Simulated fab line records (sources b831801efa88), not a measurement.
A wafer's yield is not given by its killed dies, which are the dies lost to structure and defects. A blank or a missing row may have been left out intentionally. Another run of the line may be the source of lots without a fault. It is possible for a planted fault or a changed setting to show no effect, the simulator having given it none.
What tool caused it? | flow sky130 | 6 lots, 18 wafers sampled, at 3 steps of a route of 708

WHAT THE GAUGES READ, wafer by wafer
SKY_METAL5_RS_MEAS_05: the measuring method here is four-point-probe.
lot  | measured     | on            | METAL5_ALCU_RS (ohm/sq)
L528 | day 43 05:26 | film metro-01 | 0.02749 0.02754 0.02749
L530 | day 44 03:38 | film metro-04 | 0.02674 0.02714 0.02696
L532 | day 44 20:25 | film metro-01 | 0.02695 0.02705 0.02708
L535 | day 45 09:37 | film metro-01 | 0.02722 0.0272 0.02732
L545 | day 47 11:25 | film metro-04 | 0.0272 0.02735 0.02721
L549 | day 48 10:11 | film metro-04 | 0.02742 0.02722 0.02734

WHAT TOOL EACH LOT RAN ON (gives the tool, then ch and the chambers of the sampled wafers, and finally the start)
lot  | SKY_FIELD_ISO_WET_ETCH_28      | SKY_VIA4_STRIP_13
L528 | wet bench-04 ch 0, day 2 17:16 | plasma asher-02 ch 0,1, day 43 03:58
L530 | wet bench-01 ch 2, day 3 10:20 | plasma asher-04 ch 0, day 44 02:11
L532 | wet bench-01 ch 0, day 3 16:19 | plasma asher-04 ch 0,1, day 44 18:58
L535 | wet bench-04 ch 1, day 4 08:08 | plasma asher-02 ch 1, day 45 08:07
L545 | wet bench-03 ch 1, day 6 07:14 | plasma asher-04 ch 0,1, day 47 09:37
L549 | wet bench-04 ch 1, day 7 05:53 | plasma asher-03 ch 0,1, day 48 08:44
- SKY_FIELD_ISO_WET_ETCH_28: etches SiO2 in dHF, target depth 23.7 nm, time 47 s.
- SKY_VIA4_STRIP_13: strips in O2/N2.

THE ANSWER, worked out from the rows above alone
Rule: the lots themselves supply what counts as usual. Put in order of their means at a reading, lots are off if they are a third of the lots or fewer, leave a main group of 4 or more, and stand apart from it by a gap of 3 or more times the standard deviation of the main group's means; of several such gaps the widest counts. The tables above print the reading to a certain number of digits; a main group whose means all agree to those digits is not used. A lot without any number at a reading at which 4 lots or more have one is off too. Where the step has rows for the other lots, those lots are counted as sound.
No lot is off on any of the readings shown, so nothing can be concluded from this.

WHAT THE SIMULATOR HAD INSERTED
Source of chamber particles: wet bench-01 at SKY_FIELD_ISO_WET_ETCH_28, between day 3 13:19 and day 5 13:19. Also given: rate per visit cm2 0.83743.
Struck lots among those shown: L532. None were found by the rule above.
